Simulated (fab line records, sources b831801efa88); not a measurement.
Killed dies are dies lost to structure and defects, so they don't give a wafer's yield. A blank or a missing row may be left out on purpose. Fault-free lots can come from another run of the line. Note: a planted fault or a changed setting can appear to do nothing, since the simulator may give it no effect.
fab line records -- flow sfq-line
record: lots: 14, wafers: 42, last-day: 83
route steps=325 shown I4@167
lots untouched by any fault: they come from a run of this same line in which no faults occurred
start-h: hours from the record's first day to the start of the lot's first wafer shown -- wait-h: how many hours have passed since the lot's step before this one -- " same as the row above -- L1.1+2: a row that stands for several wafers -- - no value, or no start was given -- * or withheld: withheld -- < > ~ a bound
route shown NAME@n: a module of which the file shows steps, and the number in the route of the first -- usual: the fault-free wafers' mean and standard deviation -- same: alike in all rows -- chamber/n: place in a boat -- sites: readings site by site -- _std_site: the values' standard deviation -- _edge_site: mean of outer sites minus mean of inner sites -- radius-mm: for every site, how far away it sits from the centre of the wafer -- mask NAME#n: copy n -- behind: the tool/chamber that last shaped the wafer -- hold: why the lot was held/for how many hours/how that ended -- device: the transistor (n, p or np) that didn't switch -- end of line: tests of these same wafers at the route's end -- where a step has no rows: the recipe by itself -- killed: not the wafer's yield, but the dies lost to structure and defects at the first sort -- map: a wafer's dies, marking killed ones x, the rest . and places with no die _
set.NAME: the setting the step ran with; set.NAME@STEP: the setting that earlier step ran with -- model.NAME: the simulator's own value behind a step, which no gauge read
one table for each step of the route and one row for each wafer, over a sample of lots
services: a tool's chamber out of use, with start hour (start-h, from the record's first day; less than 0 if before it), hours out, and reason
== steps ==
step: SFQ_TRILAYER_I4_VIA_LITHO_COAT_108
recipe: resist: BARC, spin-rpm: 3000, resist-thk-nm: 62
usual: resist-line-temp-C: 23.02/0.12
lot.wafer,tool,chamber,start-h,wait-h,resist-line-temp-C
L466.2,litho-track-03,0,941.78,0.8,23.19
L466.5,litho-track-03,0,941.78,0.8,23.19
L466.6,litho-track-03,0,941.78,0.8,23.10
L468.1,litho-track-03,0,972.54,1.0,23.07
L468.4,litho-track-03,0,972.54,1.0,22.81
L468.5,litho-track-03,0,972.54,1.0,23.01
L470.1,litho-track-03,0,980.31,1.0,23.14
L470.4,litho-track-03,0,980.31,1.0,23.19
L470.6,litho-track-03,0,980.31,1.0,23.03
L471.1,litho-track-02,0,1019.11,1.0,22.97
L471.3,litho-track-02,0,1019.11,1.0,22.98
L471.5,litho-track-02,0,1019.11,1.0,23.27
L472.1,litho-track-01,0,1072.63,1.0,23.19
L472.3,litho-track-01,0,1072.63,1.0,23.09
L472.6,litho-track-01,0,1072.63,1.0,23.06
L473.1,litho-track-01,0,1081.63,1.0,23.06
L473.5,litho-track-01,0,1081.63,1.0,22.85
L473.6,litho-track-01,0,1081.63,1.0,22.82
L474.1,litho-track-02,0,1092.96,1.0,22.87
L474.4,litho-track-02,0,1092.96,1.0,23.18
L474.6,litho-track-02,0,1092.96,1.0,22.90
L481.3,litho-track-01,0,1142.18,0.7,22.81
L481.4,litho-track-01,0,1142.18,0.7,22.96
L481.6,litho-track-01,0,1142.18,0.7,22.93
L482.2,litho-track-01,0,1158.31,0.8,23.08
L482.5,litho-track-01,0,1158.31,0.8,23.14
L482.6,litho-track-01,0,1158.31,0.8,23.11
L483.2,litho-track-02,0,1170.31,0.8,23.00
L483.3,litho-track-02,0,1170.31,0.8,23.18
L483.5,litho-track-02,0,1170.31,0.8,23.18
L484.4,litho-track-03,0,1174.59,0.6,22.84
L484.5,litho-track-03,0,1174.59,0.6,22.86
L484.6,litho-track-03,0,1174.59,0.6,22.98
L486.2,litho-track-03,0,1197.31,0.8,22.89
L486.3,litho-track-03,0,1197.31,0.8,22.88
L486.5,litho-track-03,0,1197.31,0.8,23.01
L487.3,litho-track-03,0,1203.36,0.7,23.08
L487.4,litho-track-03,0,1203.36,0.7,23.20
L487.5,litho-track-03,0,1203.36,0.7,23.21
L489.4,litho-track-02,0,1209.41,0.6,23.17
L489.5,litho-track-02,0,1209.41,0.6,23.17
L489.6,litho-track-02,0,1209.41,0.6,23.10
step: SFQ_TRILAYER_I4_VIA_BARC_OPEN_VIA_ETCH_146
recipe: mask-material: PR, chemistry: O2, target-depth-nm: 125, target: BARC, source-w: 500, bias-w: 80, pressure-mtorr: 30, time-s: 41.7
usual: bias-w: 79.95/0.24, drypump-motor-current-A: 5.6/0.41, oes-product-au: 0.685/0.0044, rf-fwd-power-W: 494.0/2.2
lot.wafer,tool,chamber,start-h,wait-h,bias-w,drypump-motor-current-A,oes-product-au,rf-fwd-power-W,rf-hours-counter-h
L466.2,rie-diel-02,3,1094.12,0.0,79.67,5.3,0.681,491.8,0
L466.5,rie-diel-02,1,1094.12,0.0,79.78,5.1,0.687,495.1,-
L466.6,rie-diel-02,2,1094.12,0.0,79.83,5.6,0.688,494.8,-
L468.1,rie-diel-04,2,1110.92,0.0,79.91,5.5,0.680,495.4,15
L468.4,rie-diel-04,1,1110.92,0.0,79.78,4.9,0.700,495.5,16
L468.5,rie-diel-04,2,1110.92,0.0,79.94,5.5,0.689,493.7,-
L470.1,rie-diel-03,1,1116.92,0.0,80.28,5.5,0.683,494.4,5
L470.4,rie-diel-03,3,1116.92,0.0,80.31,5.7,0.677,491.5,19
L470.6,rie-diel-03,1,1116.92,0.0,80.13,5.5,0.688,493.1,-
L471.1,rie-diel-04,1,1162.47,0.0,79.93,4.9,0.687,496.1,16
L471.3,rie-diel-04,0,1162.47,0.0,79.76,6.2,0.688,491.4,3
L471.5,rie-diel-04,2,1162.47,0.0,80.09,5.6,0.690,493.9,-
L472.1,rie-diel-03,0,1214.32,0.0,79.70,6.3,0.686,491.2,4
L472.3,rie-diel-03,1,1214.32,0.0,80.27,5.5,0.684,497.6,6
L472.6,rie-diel-03,2,1214.32,0.0,79.63,5.4,0.684,491.2,-
L473.1,rie-diel-03,1,1222.72,0.0,80.18,5.5,0.689,494.8,6
L473.5,rie-diel-03,1,1222.72,0.0,80.34,5.5,0.684,494.6,-
L473.6,rie-diel-03,2,1222.72,0.0,80.07,5.4,0.683,492.9,-
L474.1,rie-diel-02,0,1234.72,0.0,80.09,6.4,0.679,498.2,5
L474.4,rie-diel-02,3,1234.72,0.0,80.26,5.3,0.681,492.7,1
L474.6,rie-diel-02,3,1234.72,0.0,80.51,5.3,0.692,492.6,-
L481.3,rie-diel-03,2,1274.72,0.0,79.91,5.4,0.671,495.6,7
L481.4,rie-diel-03,1,1274.72,0.0,79.95,5.5,0.672,494.5,7
L481.6,rie-diel-03,1,1274.72,0.0,80.15,5.5,0.676,493.0,-
L482.2,rie-diel-02,0,1286.72,0.0,79.95,6.4,0.672,496.8,6
L482.5,rie-diel-02,2,1286.72,0.0,80.00,5.6,0.681,493.0,-
L482.6,rie-diel-02,3,1286.72,0.0,79.95,5.3,0.667,492.4,-
L483.2,rie-diel-02,0,1296.32,0.0,80.21,6.3,0.685,496.1,7
L483.3,rie-diel-02,3,1296.32,0.0,79.64,5.3,0.689,493.8,4
L483.5,rie-diel-02,3,1296.32,0.0,79.42,5.3,0.690,496.0,-
L484.4,rie-diel-02,2,1299.92,0.0,79.79,5.6,0.686,495.5,22
L484.5,rie-diel-02,2,1299.92,0.0,79.95,5.6,0.691,493.2,-
L484.6,rie-diel-02,1,1299.92,0.0,80.16,5.1,0.683,495.3,-
L486.2,rie-diel-03,1,1320.08,0.0,79.58,5.6,0.685,495.9,9
L486.3,rie-diel-03,0,1320.08,0.0,79.92,6.3,0.689,491.8,7
L486.5,rie-diel-03,2,1320.08,0.0,80.32,5.4,0.685,493.6,-
L487.3,rie-diel-03,0,1323.68,0.0,80.03,6.3,0.680,491.9,7
L487.4,rie-diel-03,1,1323.68,0.0,80.02,5.5,0.691,495.3,-
L487.5,rie-diel-03,0,1323.68,0.0,80.27,6.3,0.682,489.0,-
L489.4,rie-diel-03,1,1328.50,0.0,79.57,5.5,0.685,493.7,-
L489.5,rie-diel-03,0,1328.50,0.0,79.51,6.3,0.685,492.8,-
L489.6,rie-diel-03,2,1328.50,0.0,80.14,5.5,0.690,493.5,-
== services ==
tool,chamber,start-h,hours,kind
rie-diel-04,-,930.64,0.7,repair
rie-diel-04,3,932.66,8.8,repair
rie-diel-04,1,936.45,9.8,repair
rie-diel-03,3,948.95,7.4,repair
rie-diel-04,0,968.58,8.1,repair
rie-diel-02,3,977.38,5.6,repair
rie-diel-02,2,988.02,7.2,repair
rie-diel-04,0,1034.08,5.0,repair
rie-diel-04,-,1054.01,2.2,repair
rie-diel-02,-,1058.33,0.7,repair
rie-diel-03,0,1068.17,4.1,repair
rie-diel-03,0,1105.18,4.8,repair
rie-diel-03,-,1110.64,2.8,pm
rie-diel-02,3,1137.98,2.3,repair
rie-diel-04,2,1140.22,7.0,repair
rie-diel-02,3,1152.37,1.6,repair
rie-diel-03,2,1165.10,5.6,repair
rie-diel-04,-,1198.78,0.9,repair
rie-diel-04,-,1236.39,13.8,repair
rie-diel-04,-,1248.65,1.2,repair
rie-diel-04,-,1268.84,14.6,pm
rie-diel-02,1,1276.54,18.2,repair
rie-diel-04,0,1291.69,3.5,repair
rie-diel-02,0,1306.67,6.3,repair
== key ==
first-sign: step: SFQ_TRILAYER_I4_VIA_BARC_OPEN_VIA_ETCH_146, reading: oes-product-au, direction: down, sigmas: 2.7, usual: 0.685, struck: 0.673
effect none on later readings
met-at SFQ_TRILAYER_I4_VIA_LITHO_COAT_108
struck-lots L481,L482
onset-between 1081.63 1142.18
fault: kind: process-parameter-drift, tool: litho-track-01, chamber: -, onset-h: 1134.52, steps: SFQ_TRILAYER_I4_VIA_LITHO_COAT_108, channel: resist-thk-nm, offset: -2.4502, shape: step, end-h: 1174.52, acts-in: these-recipes-only, stated: 62
